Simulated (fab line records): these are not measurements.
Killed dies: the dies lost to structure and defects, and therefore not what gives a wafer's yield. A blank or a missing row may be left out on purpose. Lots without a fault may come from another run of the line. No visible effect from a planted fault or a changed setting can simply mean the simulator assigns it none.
Chamber matching | flow sky130 | SKY_CONTACT_CMP_04 on cmp-02: 4 sister chambers
The step polishes SiO2. 14 wafers are shown with their chamber, then 7 later ones without.

== WAFERS WITH THEIR CHAMBER ==
wafer  | chamber | motorCurrentA (A) | timeToEndpointS (s) | slurryFlowMlMin
L622.1 | 0       | 11.5              | 78                  | 150.5
L622.2 | 2       | 15.8              | 73                  | 149.8
L622.5 | 2       | 15.7              | 78                  | 150.2
L624.2 | 0       | 12.4              | 70                  | 150.5
L624.4 | 1       | 10.9              | 83                  | 150.1
L624.5 | 0       | 11.5              | 75                  | 150.1
L636.2 | 1       | 10.1              | 86                  | 150.5
L636.3 | 3       | 13.9              | 82                  | 149.8
L636.4 | 0       | 11.8              | 78                  | 149.7
L639.2 | 1       | 10.4              | 87                  | 150.2
L639.4 | 3       | 14.4              | 87                  | 150.4
L639.6 | 0       | 11.8              | 81                  | 150.8
L641.1 | 1       | 10.4              | 93                  | 150.3
L641.2 | 2       | 15.8              | 90                  | 150.7

SIGNATURES (means of the wafers above)
reading         | chamber 0 | chamber 1 | chamber 2 | chamber 3 | scatter within a chamber
motorCurrentA   | 11.800    | 10.450    | 15.767    | 14.150    | 0.316
timeToEndpointS | 76.40     | 87.25     | 80.33     | 84.50     | 5.36
slurryFlowMlMin | 150.320   | 150.275   | 150.233   | 150.100   | 0.374
Rule: a wafer lies at a distance from a chamber equal to the root of the sum of squares, over the readings, of (its reading less the chamber's mean, divided by the reading's scatter). If the next closest chamber is less than 2 further off than the closest, the wafer can't be placed; otherwise it belongs to the closest. The scatter: the root of (the sum of the squares of (reading less its chamber's mean) over the shown wafers, divided by (wafers less chambers)).

== WAFERS WITHOUT THEIR CHAMBER ==
wafer  | motorCurrentA (A) | timeToEndpointS (s) | slurryFlowMlMin
L641.6 | 15.3              | 91                  | 149.5
L643.1 | 10.7              | 86                  | 150.2
L643.3 | 12.9              | 87                  | 149.8
L643.5 | 11.9              | 80                  | 150.3
L644.1 | 10.2              | 87                  | 149.0
L644.5 | 11.4              | 80                  | 150.0
L644.6 | 13.8              | 82                  | 149.3

== WHICH CHAMBER EACH ONE RAN IN ==
wafer  | from the rows above     | in truth
L641.6 | can't be placed: 2 or 3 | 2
L643.1 | 1                       | 1
L643.3 | can't be placed: 3 or 0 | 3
L643.5 | 0                       | 0
L644.1 | 1                       | 1
L644.5 | can't be placed: 0 or 1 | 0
L644.6 | 3                       | 3
Placed correctly: 4 of 7. Cannot be placed on the basis of these rows: 3; the candidates contain the true chamber in 3. Number placed wrongly: 0.
